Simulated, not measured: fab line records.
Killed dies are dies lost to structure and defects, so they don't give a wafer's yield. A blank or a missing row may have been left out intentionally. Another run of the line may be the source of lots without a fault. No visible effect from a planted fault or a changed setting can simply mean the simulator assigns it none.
Split-lot trial    flow sfq_line    route with 325 steps; 5 lots, 17 wafers read

## ON THE SPLIT
At SFQ_TRILAYER_M7_LITHO_COAT_182 (resist thk 62 nm), the setting spin_rpm was moved away from the recipe's 3000 rpm on 5 of the 17 wafers read, by -2.8% to +3.1%. All remaining wafers had this setting at the recipe value.

## FROM THE SPLIT TO THE READING: what the file shows between them, 3 steps
- SFQ_TRILAYER_M7_LITHO_EXPOSE_178: exposes mask M7, target cd 500 nm (also split here: dose_mj)
- SFQ_TRILAYER_M7_LITHO_PEB_180: peb time 60 s
- SFQ_TRILAYER_M7_LITHO_DEVELOP_179: time 60 s

## THE READING
etch.depth_nm (the simulator's own value, which no gauge read), in nm, at SFQ_TRILAYER_M7_BARC_OPEN_METAL_ETCH_229 (etches BARC in O2, target depth 125 nm, time 41.7 s). No usual value for it is given in the file. Here, 12 wafers ran the recipe; their average is 62.03 nm with a standard deviation of 0.26 nm.

wafer   tool, chamber at the split  spin_rpm as run, rpm  against the recipe  etch.depth_nm, nm  against lot-mates on the recipe
L076.1  litho_track-01, 0           3000                  recipe              62.29              -
L076.3  litho_track-01, 0           3000                  recipe              62.48              -
L076.5  litho_track-01, 0           3000                  recipe              62.51              -
L077.1  litho_track-01, 0           3000                  recipe              61.87              -
L077.2  litho_track-01, 0           3092                  +3.1%               60.98              -0.93
L077.3  litho_track-01, 0           3092                  +3.1%               61.01              -0.90
L077.5  litho_track-01, 0           3092                  +3.1%               61.01              -0.90
L077.6  litho_track-01, 0           3000                  recipe              61.95              -
L078.3  litho_track-04, 0           3000                  recipe              61.66              -
L078.5  litho_track-04, 0           3000                  recipe              61.81              -
L078.6  litho_track-04, 0           3000                  recipe              61.82              -
L083.4  litho_track-01, 0           2915                  -2.8%               62.98              +0.86
L083.5  litho_track-01, 0           2915                  -2.8%               63.05              +0.93
L083.6  litho_track-01, 0           3000                  recipe              62.12              -
L085.1  litho_track-01, 0           3000                  recipe              62.08              -
L085.2  litho_track-01, 0           3000                  recipe              61.77              -
L085.6  litho_track-01, 0           3000                  recipe              62.05              -

FIT RESULTS
A straight line over all 17 wafers: etch.depth_nm changes by -0.341 nm for each +1% of spin_rpm; r = -0.93; the points scatter about the line by 0.24 nm.
The same after taking each lot's own level away (the mean of its wafers on the recipe; 17 wafers): -0.304 nm for each +1%; r = -0.99; scatter 0.086 nm.
According to that fit, moving spin_rpm by its largest amount changes the reading by 0.93 nm.
Measured against the standard deviation above, the lots' own levels, which go from 61.763 to 62.427 nm, span 2.5 times it.
So the slope is not independent of the lot-to-lot level: the two fits are not the same.
Check: with one of the wafers moved furthest among these (+3.1%) left out of the fit, the line predicts -0.924 nm for it against its lot-mates. It came out at -0.93 nm against them.

## FURTHER SPLITS ON THESE WAFERS
Note: prior to the reading, these wafers also went through further splits. Each is held against what the fit with the lots' levels taken away leaves over:
other split on the same wafers                wafers away from the commonest value  r with etch.depth_nm (lot level and that fit taken away)
SFQ_TRILAYER_C5_LITHO_COAT_156 spin_rpm       5                                     +0.10
SFQ_TRILAYER_I6_VIA_LITHO_COAT_169 spin_rpm   5                                     +0.16
SFQ_TRILAYER_I6_VIA_LITHO_PEB_172 peb_temp_c  5                                     +0.06
SFQ_TRILAYER_M7_LITHO_EXPOSE_178 dose_mj      3                                     -0.05

## THE WHOLE CHAIN: every reading that the file lists as answering this split, in the file's order
step                                      what it does                                         reading                                                                                     change (the file's fit)                r (the file's)
SFQ_TRILAYER_M7_LITHO_COAT_182            resist thk 62 nm                                     BARC_of_TRILAYER_M7_LITHO_COAT_182.thk_nm (the simulator's own value, which no gauge read)  -0.317 nm for each +1% of the setting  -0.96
SFQ_TRILAYER_M7_BARC_OPEN_METAL_ETCH_229  etches BARC in O2, target depth 125 nm, time 41.7 s  etch.depth_nm (the simulator's own value, which no gauge read)                              -0.303 nm for each +1% of the setting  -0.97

## THE FILE'S OWN FIT
etch.depth_nm changes by -0.303 nm for each +1% of spin_rpm, r = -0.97.
